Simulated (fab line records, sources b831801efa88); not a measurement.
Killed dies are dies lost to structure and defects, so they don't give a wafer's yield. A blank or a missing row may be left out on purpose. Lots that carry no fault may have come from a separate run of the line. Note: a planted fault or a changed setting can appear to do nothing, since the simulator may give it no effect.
Matching of chambers | flow gf180mcu | GF_STI_ETCH_14 on rieSi-02: 4 sister chambers
The step etches Si in HBr/Cl2/O2, target depth 360 nm, time 102.9 s. 16 wafers are shown with their chamber, then 8 later ones without.

== WAFERS PAIRED WITH THEIR CHAMBERS ==
wafer  | chamber | drypumpMotorCurrentA (A) | heBacksideLeakSccm (sccm) | throttleValvePct (%)
L559.2 | 1       | 5.5                      | 2.99                      | 25.649
L559.4 | 2       | 6.7                      | 2.46                      | 25.657
L559.6 | 2       | 6.7                      | 2.51                      | 25.672
L560.1 | 3       | 6.4                      | 3.13                      | 25.655
L560.2 | 2       | 6.7                      | 2.47                      | 25.667
L560.4 | 1       | 5.5                      | 2.90                      | 25.657
L561.1 | 3       | 6.4                      | 2.77                      | 25.641
L561.3 | 1       | 5.5                      | 2.98                      | 25.652
L561.5 | 0       | 6.0                      | 3.12                      | 25.655
L566.1 | 0       | 6.0                      | 3.00                      | 25.663
L566.4 | 3       | 6.4                      | 3.03                      | 25.645
L566.6 | 3       | 6.4                      | 2.95                      | 25.649
L568.1 | 3       | 6.4                      | 2.91                      | 25.661
L568.5 | 2       | 6.6                      | 2.45                      | 25.670
L568.6 | 1       | 5.5                      | 2.71                      | 25.647
L573.3 | 2       | 6.7                      | 2.55                      | 25.664

SIGNATURES (means of the wafers above)
reading              | chamber 0 | chamber 1 | chamber 2 | chamber 3 | scatter within a chamber
drypumpMotorCurrentA | 6.000     | 5.500     | 6.680     | 6.400     | 0.0258
heBacksideLeakSccm   | 3.0600    | 2.8950    | 2.4880    | 2.9580    | 0.107
throttleValvePct     | 25.65900  | 25.65125  | 25.66600  | 25.65020  | 0.00632
Rule: for a wafer and a chamber, the distance is found by dividing, reading by reading, the gap between the wafer's reading and the chamber's mean by the reading's scatter, squaring, summing and taking the root. If the next closest chamber is less than 2 further off than the closest, the wafer can't be placed; otherwise it belongs to the closest. The scatter: take each reading less its chamber's mean, square it, sum over the shown wafers, divide by the number of wafers less the number of chambers, and take the root.

== WAFERS WHOSE CHAMBER IS MISSING ==
wafer  | drypumpMotorCurrentA (A) | heBacksideLeakSccm (sccm) | throttleValvePct (%)
L573.4 | 6.0                      | 3.39                      | 25.676
L573.6 | 6.4                      | 2.93                      | 25.641
L574.4 | 5.5                      | 2.83                      | 25.649
L574.5 | 6.4                      | 3.10                      | 25.646
L574.6 | 6.0                      | 2.82                      | 25.672
L581.2 | 6.6                      | 2.49                      | 25.681
L581.4 | 6.4                      | 2.93                      | 25.654
L581.6 | 6.4                      | 3.01                      | 25.630

== CHAMBER TAKEN BY EACH ==
wafer  | from the rows above | in truth
L573.4 | 0                   | 0
L573.6 | 3                   | 3
L574.4 | 1                   | 1
L574.5 | 3                   | 3
L574.6 | 0                   | 0
L581.2 | 2                   | 2
L581.4 | 3                   | 3
L581.6 | 3                   | 3
Correctly placed: 8 of 8. Number that these rows cannot place: 0. Number placed wrongly: 0.
